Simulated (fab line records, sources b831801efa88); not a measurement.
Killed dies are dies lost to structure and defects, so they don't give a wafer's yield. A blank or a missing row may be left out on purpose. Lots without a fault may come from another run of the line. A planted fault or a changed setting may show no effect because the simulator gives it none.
Chamber matching | flow gf180mcu | GF_V2_CMP_26 on cmp-01: 4 sister chambers
The step polishes, stops on SiO2, t overpolish 15 s, target thk 0 nm. 18 wafers are shown with their chamber, then 9 later ones without.

WAFERS WITH THEIR CHAMBER
wafer  | chamber | motor_current_A (A) | overpolish_run_s (s) | time_to_endpoint_s (s)
L845.1 | 2       | 10.0                | 14.987               | 84
L845.3 | 3       | 10.0                | 15.006               | 79
L845.6 | 3       | 9.8                 | 14.997               | 80
L846.3 | 1       | 11.6                | 14.991               | 76
L846.4 | 3       | 9.7                 | 14.983               | 77
L846.6 | 0       | 10.8                | 15.009               | 84
L848.1 | 0       | 10.7                | 14.998               | 79
L848.5 | 3       | 9.6                 | 14.993               | 76
L848.6 | 0       | 10.5                | 14.995               | 81
L849.1 | 3       | 9.7                 | 14.999               | 78
L849.2 | 1       | 11.3                | 15.012               | 85
L849.4 | 0       | 9.8                 | 14.993               | 84
L852.1 | 3       | 9.8                 | 15.001               | 80
L852.3 | 1       | 11.1                | 15.012               | 83
L852.5 | 0       | 10.5                | 15.006               | 87
L853.1 | 3       | 9.8                 | 14.990               | 79
L853.5 | 0       | 10.4                | 15.001               | 86
L853.6 | 3       | 10.1                | 15.006               | 77

SIGNATURES (means of the wafers above)
reading            | chamber 0 | chamber 1 | chamber 2 | chamber 3 | scatter within a chamber
motor_current_A    | 10.450    | 11.333    | 10.000    | 9.812     | 0.258
overpolish_run_s   | 15.00033  | 15.00500  | 14.98700  | 14.99687  | 0.00816
time_to_endpoint_s | 83.50     | 81.33     | 84.00     | 78.25     | 2.75
Rule: a wafer's distance from a chamber is the root of the sum, over the readings, of the square of ((its reading less the chamber's mean) divided by the reading's scatter). The wafer belongs to the nearest chamber; if the next one is less than 2 further off, it can't be placed. The scatter: the root of (the sum of the squares of (reading less its chamber's mean) over the shown wafers, divided by (wafers less chambers)).

WAFERS WITHOUT THEIR CHAMBER
wafer  | motor_current_A (A) | overpolish_run_s (s) | time_to_endpoint_s (s)
L863.1 | 10.0                | 15.008               | 83
L863.3 | 11.3                | 15.002               | 82
L863.5 | 9.7                 | 14.991               | 80
L867.3 | 10.4                | 14.995               | 85
L867.4 | 10.1                | 15.008               | 84
L867.5 | 11.7                | 14.989               | 84
L868.2 | 10.4                | 14.998               | 82
L868.3 | 11.4                | 15.010               | 78
L868.4 | 9.0                 | 15.012               | 82

WHICH CHAMBER EACH WENT THROUGH
wafer  | from the rows above          | in truth
L863.1 | can't be placed: 0 or 3 or 2 | 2
L863.3 | 1                            | 1
L863.5 | can't be placed: 3 or 2      | 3
L867.3 | can't be placed: 0 or 2      | 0
L867.4 | can't be placed: 0 or 2 or 3 | 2
L867.5 | 1                            | 1
L868.2 | can't be placed: 0 or 2      | 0
L868.3 | 1                            | 1
L868.4 | can't be placed: 3 or 2 or 0 | 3
Placed correctly: 3 of 9. Can't be placed from these rows: 6 (the true chamber is among the candidates in 6). Placed wrongly: 0.
